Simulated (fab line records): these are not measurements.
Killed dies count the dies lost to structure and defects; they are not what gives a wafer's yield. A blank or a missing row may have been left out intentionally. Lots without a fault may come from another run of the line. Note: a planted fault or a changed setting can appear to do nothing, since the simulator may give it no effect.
2 desks looking at one fault :: flow sky130 :: every desk sees just its own numbers, and what lay behind them comes last

== FOR THE TOOL OWNER'S DESK: pvd sputter-01 ==
The tool's own readings at SKY_LI_CONTACT_SPUTTER_19 (material Ti, target thk 20 nm, time 106.37 s): means of the sampled wafers that have a number, for each lot that ran on this tool. A lot is out of limits, marked OUT, if its mean lies more than 4 standard deviations from the usual mean; the brackets give that distance.
Columns: A = cathode dc power W at SKY_LI_CONTACT_SPUTTER_19, usual 2499.9 W; B = throttle valve pct at SKY_LI_CONTACT_SPUTTER_19, usual 29.9 %
lot: L197
first seen here: day 28 22:53
A: 2500.0
B: 30.3

lot: L213
first seen here: day 34 16:05
A: 2464.6 (-78) OUT
B: 30.0

lot: L214
first seen here: day 34 22:47
A: 2465.0 (-77) OUT
B: 29.6
This desk's finding: out of limits on L213, L214; first on L213, day 34 16:05 (cathode dc power W at SKY_LI_CONTACT_SPUTTER_19). In limits: L197.

== METROLOGY DESK ==
Lot by lot, what the gauges showed, no matter which tool ran the lot: averages of those sampled wafers that carry a number. A lot is out of limits, marked OUT, if its mean lies more than 4 standard deviations from the usual mean; the brackets give that distance.
Columns: A = cd nm at SKY_LI_CONTACT_CD_MEAS_12, usual 170.4 nm; B = LI_CONTACT_OVL at SKY_LI_CONTACT_OVL_MEAS_13, usual 1 nm
lot: L197
first seen here: day 28 22:19
A: 170.4
B: 1

lot: L202
first seen here: day 32 00:08
A: 170.0
B: 0

lot: L213
first seen here: day 34 15:32
A: 170.4
B: 1

lot: L214
first seen here: day 34 22:14
A: 169.5
B: -2

lot: L215
first seen here: day 35 04:32
A: 168.3
B: 2

lot: L218
first seen here: day 36 05:39
A: 170.1
B: 5
This desk's finding: nothing out of limits on any of the 6 lots.

== BROUGHT TOGETHER ==
An alarm could have come from the tool owner's desk at day 34 16:05, on L213, L214.
At the metrology desk, nothing out of limits was observed.
The metrology desk holds a record of L213, L214, inside its limits.
SKY_LI_CONTACT_SPUTTER_19 was run on pvd sputter-01 by each of the lots named.

== WHAT THE SIMULATOR HAD PUT IN ==
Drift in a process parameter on pvd sputter-01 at SKY_LI_CONTACT_SPUTTER_19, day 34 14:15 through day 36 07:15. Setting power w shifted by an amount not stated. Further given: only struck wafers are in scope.
Struck lots among those shown: L213, L214.
Delay in hours, fault start to first out-of-limits reading, by desk: the tool owner's desk at 2.
